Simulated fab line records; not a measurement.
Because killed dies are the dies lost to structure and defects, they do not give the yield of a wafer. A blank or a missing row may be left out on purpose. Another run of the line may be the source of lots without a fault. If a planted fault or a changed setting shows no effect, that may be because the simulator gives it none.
fab line records -- flow sky130
record lots=14, wafers=42, last-day=51
route steps=708 shown SD_P@331 LI_CONTACT@378 PAD_OPEN@708
lots that met no fault: from a run of the same line without faults
start-h: the number of hours between the record's first day and the start of the first shown wafer of the lot -- wait-h: hours since the lot's step before -- " unchanged from the row above -- L1.1+2: a single row standing in for several wafers -- - no value, or no start given -- * or withheld: withheld -- < > ~ a bound
route shown NAME@n: NAME is a module with steps in the file, n the number in the route of the first one -- usual: mean/standard deviation taken from wafers without a fault -- same: alike in all rows -- chamber/n: place in a boat -- sites: each site's reading -- _std_site: standard deviation across them -- _edge_site: inner sites' mean taken away from outer sites' mean -- radius-mm: how far each site lies from the wafer's centre -- mask NAME#n: copy n -- behind: the most recent tool/chamber to have shaped the wafer -- hold: the reason the lot was held/the length of the hold in hours/how it ended -- device: whichever transistor did not switch (one of n, p or np) -- end of line: tests of these same wafers at the route's end -- a step with no rows: only its recipe -- killed: the dies lost at the first sort to structure and to defects; this is not the yield of the wafer -- map: a wafer's dies, x killed, . not, _ none there
set.NAME: the run value of the setting; set.NAME@STEP: its run value at that earlier step -- model.NAME: the simulator's own value behind a step, which no gauge read
route steps across a sampled set of lots; one table per step, one row per wafer
services: when a tool's chamber went out of use (start-h, in hours from the record's first day, below 0 if earlier), for how many hours, and the reason
## steps
# step SKY_SD_P_TW_MEAS_11
# usual SD_P_TW=2815/28
lot.wafer,tool,chamber,start-h,wait-h,SD_P_TW
L300.1,film-metro-03,-,573.37,0.1,2763
L300.3,film-metro-03,-,573.37,0.1,2748
L300.4,film-metro-03,-,573.37,0.1,2764
L302.3,film-metro-01,-,585.07,0.1,2818
L302.4,film-metro-01,-,585.07,0.1,2797
L302.6,film-metro-01,-,585.07,0.1,2827
L301.1,film-metro-04,-,585.92,0.1,2836
L301.2,film-metro-04,-,585.92,0.1,2849
L301.5,film-metro-04,-,585.92,0.1,2848
L304.1,film-metro-04,-,616.42,0.1,2868
L304.2,film-metro-04,-,616.42,0.1,2847
L304.5,film-metro-04,-,616.42,0.1,2848
L305.1,film-metro-01,-,630.00,0.1,2835
L305.3,film-metro-01,-,630.00,0.1,2838
L305.5,film-metro-01,-,630.00,0.1,2835
L307.1,film-metro-01,-,644.45,0.1,2827
L307.3,film-metro-01,-,644.45,0.1,2823
L307.5,film-metro-01,-,644.45,0.1,2835
L308.2,film-metro-01,-,645.66,0.1,2836
L308.5,film-metro-01,-,645.66,0.1,2826
L308.6,film-metro-01,-,645.66,0.1,2819
L316.1,film-metro-04,-,737.25,0.1,2827
L316.3,film-metro-04,-,737.25,0.1,2820
L316.5,film-metro-04,-,737.25,0.1,2816
L317.2,film-metro-04,-,739.51,0.1,2820
L317.3,film-metro-04,-,739.51,0.1,2827
L317.4,film-metro-04,-,739.51,0.1,2814
L318.3,film-metro-01,-,749.00,0.1,2800
L318.5,film-metro-01,-,749.00,0.1,2809
L318.6,film-metro-01,-,749.00,0.1,2803
L319.3,film-metro-04,-,754.94,0.1,2820
L319.4,film-metro-04,-,754.94,0.1,2824
L319.5,film-metro-04,-,754.94,0.1,2822
L320.1,film-metro-01,-,768.32,0.1,2822
L320.2,film-metro-01,-,768.32,0.1,2812
L320.4,film-metro-01,-,768.32,0.1,2812
L322.1,film-metro-01,-,769.52,0.1,2815
L322.3,film-metro-01,-,769.52,0.1,2827
L322.5,film-metro-01,-,769.52,0.1,2833
L323.1,film-metro-04,-,811.32,0.1,2808
L323.2,film-metro-04,-,811.32,0.1,2802
L323.4,film-metro-04,-,811.32,0.1,2805
# step SKY_LI_CONTACT_STRIP_16
# recipe chemistry=O2/N2, power-w=1400, pressure-mtorr=1500, platen-temp-c=withheld, o2-flow-sccm=3000, n2-flow-sccm=300, overash-fraction=0.5
# usual chamber-pressure-mTorr=1499.7/1.4, drypump-motor-current-A=5.9/0.46, oes-product-au=0.376/0.0051, strip-time-to-endpoint-s=3.51/0.037
lot.wafer,tool,chamber,start-h,wait-h,chamber-pressure-mTorr,drypump-motor-current-A,oes-product-au,rf-hours-counter-h,strip-time-to-endpoint-s
L300.1,plasma-asher-03,1,661.70,-,1502.2,5.3,0.374,23,3.48
L300.3,plasma-asher-03,0,661.70,-,1500.3,6.0,0.384,-,3.52
L300.4,plasma-asher-03,1,661.70,-,1500.3,5.3,0.372,-,3.44
L302.3,plasma-asher-01,1,672.61,-,1498.4,5.6,0.382,-,3.53
L302.4,plasma-asher-01,0,672.61,-,1500.8,6.7,0.368,-,3.48
L302.6,plasma-asher-01,0,672.61,-,1498.1,6.7,0.378,-,3.55
L301.1,plasma-asher-02,1,674.67,-,1499.7,6.0,0.379,56,3.53
L301.2,plasma-asher-02,0,674.67,-,1497.8,5.8,0.377,56,3.58
L301.5,plasma-asher-02,0,674.67,-,1498.4,5.8,0.382,-,3.57
L304.1,plasma-asher-03,1,704.00,-,1500.7,5.3,0.379,26,3.45
L304.2,plasma-asher-03,0,704.00,-,1498.1,6.0,0.364,26,3.50
L304.5,plasma-asher-03,0,704.00,-,1497.3,6.0,0.375,-,3.46
L305.1,plasma-asher-01,1,715.08,-,1499.1,5.7,0.372,102,3.50
L305.3,plasma-asher-01,0,715.08,-,1500.4,6.7,0.378,-,3.50
L305.5,plasma-asher-01,1,715.08,-,1499.7,5.7,0.389,-,3.53
L307.1,plasma-asher-03,0,729.85,-,1501.1,6.0,0.379,28,3.53
L307.3,plasma-asher-03,0,729.85,-,1497.5,6.0,0.382,-,3.53
L307.5,plasma-asher-03,0,729.85,-,1501.4,6.0,0.387,-,3.54
L308.2,plasma-asher-01,1,732.25,-,1500.6,5.7,0.380,104,3.56
L308.5,plasma-asher-01,1,732.25,-,1500.6,5.7,0.374,-,3.51
L308.6,plasma-asher-01,0,732.25,-,1499.4,6.7,0.379,-,3.58
L316.1,plasma-asher-01,0,818.67,-,1497.6,6.7,0.378,8,3.50
L316.3,plasma-asher-01,0,818.67,-,1496.7,6.7,0.380,-,3.56
L316.5,plasma-asher-01,0,818.67,-,1496.6,6.7,0.383,-,3.56
L317.2,plasma-asher-02,1,822.09,-,-,-,-,-,-
L317.3,plasma-asher-02,0,822.09,-,-,-,-,-,-
L317.4,plasma-asher-02,1,822.09,-,-,-,-,-,-
L318.3,plasma-asher-03,0,831.23,-,-,-,-,-,-
L318.5,plasma-asher-03,0,831.23,-,-,-,-,-,-
L318.6,plasma-asher-03,1,831.23,-,-,-,-,-,-
L319.3,plasma-asher-02,0,836.06,-,1499.3,5.8,0.374,-,3.58
L319.4,plasma-asher-02,1,836.06,-,1499.3,6.0,0.381,-,3.48
L319.5,plasma-asher-02,1,836.06,-,1501.4,6.0,0.374,-,3.58
L320.1,plasma-asher-01,0,850.50,-,1501.4,6.7,0.387,11,3.55
L320.2,plasma-asher-01,1,850.50,-,1498.4,5.7,0.371,11,3.47
L320.4,plasma-asher-01,0,850.50,-,1498.1,6.7,0.377,-,3.52
L322.1,plasma-asher-03,0,850.85,-,1503.0,6.1,0.376,42,3.53
L322.3,plasma-asher-03,0,850.85,-,1500.8,6.0,0.377,-,3.53
L322.5,plasma-asher-03,0,850.85,-,1499.5,6.1,0.378,-,3.48
L323.1,plasma-asher-03,1,891.40,-,1500.9,5.3,0.369,46,3.45
L323.2,plasma-asher-03,0,891.40,-,1498.5,6.1,0.374,46,3.48
L323.4,plasma-asher-03,0,891.40,-,1502.4,6.1,0.369,-,3.49
# step SKY_PAD_OPEN_PROBE_99
# usual killed_at_M0_to_M3=44/7.2, killed_at_M4_up=3.1/1.7, killed-at-contacts=24/5.2, killed-at-front-end=15/4.1, killed-at-other=0.3/0.61, killed-dies=87/10, killed-on-rim=17/3.8, killed-open=48/7.5, killed-short=39/6.6
# same gross-dies=492, killed-at-back-side=0
lot.wafer,tool,chamber,start-h,wait-h,killed_at_M0_to_M3,killed_at_M4_up,killed-at-contacts,killed-at-front-end,killed-at-other,killed-dies,killed-on-rim,killed-open,killed-short
L304.1,prober-01,-,1096.37,0.1,41,5,18,18,0,82,17,37,45
L304.2,prober-01,-,1096.42,0.1,42,4,14,20,0,80,21,39,40
L304.5,prober-01,-,1096.57,0.2,39,6,17,16,0,78,16,37,41
L305.1,prober-02,-,1104.98,0.1,41,4,26,12,0,83,14,53,29
L305.3,prober-02,-,1105.08,0.2,51,2,23,15,0,91,18,40,51
L305.5,prober-02,-,1105.18,0.2,36,4,24,15,1,80,15,46,34
L317.2,prober-02,-,1179.17,0.1,38,4,435,15,0,492,96,41,33
L317.3,prober-02,-,1179.22,0.2,36,4,438,14,0,492,96,42,43
L317.4,prober-02,-,1179.27,0.2,42,4,435,11,0,492,96,48,33
L318.3,prober-01,-,1182.80,0.2,57,5,420,10,0,492,96,52,36
L318.5,prober-01,-,1182.90,0.2,44,5,426,17,0,492,96,52,41
L318.6,prober-01,-,1182.95,0.2,46,8,426,12,0,492,96,40,45
# killed by level:class
L304.1 CONTACT:geometric-particle:short=8 VIA3:geometric-particle:open=8 METAL2:geometric-particle:short=7 POLY_GATE:geometric-particle:short=6 POLY_GATE:geometric-particle:open=6 VIA1:geometric-particle:open=6 VIA2:geometric-particle:open=5 FIELD_ISO:geometric-particle:short=4
L304.2 VIA1:geometric-particle:open=14 FIELD_ISO:geometric-particle:open=6 METAL3:geometric-particle:short=5 VIA3:geometric-particle:open=5 FIELD_ISO:geometric-particle:short=4 POLY_GATE:geometric-particle:open=4 POLY_GATE:geometric-particle:short=4 LOCAL_INTERCONNECT:geometric-particle:short=4
L304.5 VIA1:geometric-particle:open=9 VIA1:geometric-particle:short=6 METAL2:geometric-particle:short=6 POLY_GATE:geometric-particle:open=5 LOCAL_INTERCONNECT:geometric-particle:short=5 CONTACT:geometric-particle:open=4 VIA2:geometric-particle:open=4 METAL3:geometric-particle:short=4
L305.1 CONTACT:geometric-particle:open=12 METAL2:geometric-particle:short=12 VIA1:geometric-particle:open=10 LI_CONTACT:geometric-particle:open=8 VIA2:geometric-particle:open=6 VIA3:geometric-particle:open=6 FIELD_ISO:geometric-particle:open=5 CONTACT:geometric-particle:short=3
L305.3 VIA1:geometric-particle:open=12 CONTACT:geometric-particle:short=8 METAL1:geometric-particle:short=8 VIA3:geometric-particle:open=8 VIA2:geometric-particle:open=7 LOCAL_INTERCONNECT:geometric-particle:short=6 POLY_GATE:geometric-particle:short=5 CONTACT:geometric-particle:open=5
L305.5 CONTACT:geometric-particle:open=11 METAL2:geometric-particle:short=10 VIA1:geometric-particle:open=8 FIELD_ISO:geometric-particle:open=5 LI_CONTACT:geometric-particle:open=5 VIA2:geometric-particle:open=4 CONTACT:geometric-particle:short=4 FIELD_ISO:geometric-particle:short=3
L317.2 LI_CONTACT:area-sputter=418 VIA1:geometric-particle:open=8 VIA2:geometric-particle:open=8 LI_CONTACT:geometric-particle:open=7 VIA3:geometric-particle:open=6 LI_CONTACT:geometric-particle:short=5 POLY_GATE:geometric-particle:short=4 FIELD_ISO:geometric-particle:short=3
L317.3 LI_CONTACT:area-sputter=407 CONTACT:geometric-particle:open=11 VIA1:geometric-particle:open=9 METAL1:geometric-particle:short=8 LI_CONTACT:geometric-particle:open=6 LI_CONTACT:geometric-particle:short=5 LOCAL_INTERCONNECT:geometric-particle:short=5 METAL2:geometric-particle:short=5
L317.4 LI_CONTACT:area-sputter=411 CONTACT:geometric-particle:open=12 VIA2:geometric-particle:open=7 VIA1:geometric-particle:open=7 FIELD_ISO:geometric-particle:short=5 METAL3:geometric-particle:short=5 VIA3:geometric-particle:open=5 METAL2:geometric-particle:open=5
L318.3 LI_CONTACT:area-sputter=403 VIA1:geometric-particle:open=12 METAL2:geometric-particle:short=9 METAL1:geometric-particle:short=8 VIA3:geometric-particle:open=7 LI_CONTACT:geometric-particle:open=6 CONTACT:geometric-particle:open=5 METAL2:geometric-particle:open=5
L318.5 LI_CONTACT:area-sputter=398 CONTACT:geometric-particle:open=11 VIA1:geometric-particle:open=10 METAL2:geometric-particle:short=8 VIA3:geometric-particle:open=8 VIA2:geometric-particle:open=7 LI_CONTACT:geometric-particle:short=6 LI_CONTACT:geometric-particle:open=6
L318.6 LI_CONTACT:area-sputter=405 CONTACT:geometric-particle:open=10 METAL2:geometric-particle:short=8 VIA1:geometric-particle:open=7 VIA2:geometric-particle:open=6 METAL3:geometric-particle:short=5 VIA3:geometric-particle:open=5 CONTACT:geometric-particle:short=4
## services
tool,chamber,start-h,hours,kind
plasma-asher-03,-,663.50,14.6,pm
plasma-asher-01,-,733.75,9.0,pm
plasma-asher-01,0,733.75,9.0,vent-cycle
plasma-asher-01,1,733.75,9.0,vent-cycle
plasma-asher-02,-,734.81,6.5,pm
plasma-asher-01,0,742.75,-,clean
plasma-asher-01,1,742.75,-,clean
plasma-asher-02,-,784.65,7.7,repair
plasma-asher-02,-,798.64,3.3,repair
## key
first-sign step=SKY_LI_CONTACT_STRIP_16, reading=tool-record, direction=missing
effect step=SKY_PAD_OPEN_PROBE_99, reading=killed-at-contacts, direction=up, sigmas=78, usual=24, struck=430
more-kills-born-at SKY_LI_CONTACT_SPUTTER_19@pvd-sputter-02=2442
met-at SKY_LI_CONTACT_STRIP_16
struck-lots L317,L318
later-rows-left-out L317.2,L317.3,L317.4,L318.3,L318.5,L318.6
tester-left-out L317,L318
not-acting-at SKY_SD_P_TW_MEAS_11
onset-between 729.85 822.09
fault kind=skipped-step-whole, tool=plasma-asher-02,plasma-asher-03, chamber=-, onset-h=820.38, steps=SKY_LI_CONTACT_STRIP_16, scope=struck-lots-only
# tester-left-out: of these lots the tester's yield and bins aren't shown, on N5 and GAA mostly nor the transistor test; their killed dies are dies lost to structure and defects alone, not to doping, threshold or leakage, so they don't give the yield
# later-rows-left-out: the simulator's readings of these wafers behind a module that went badly wrong aren't trusted and aren't shown, but for the sort
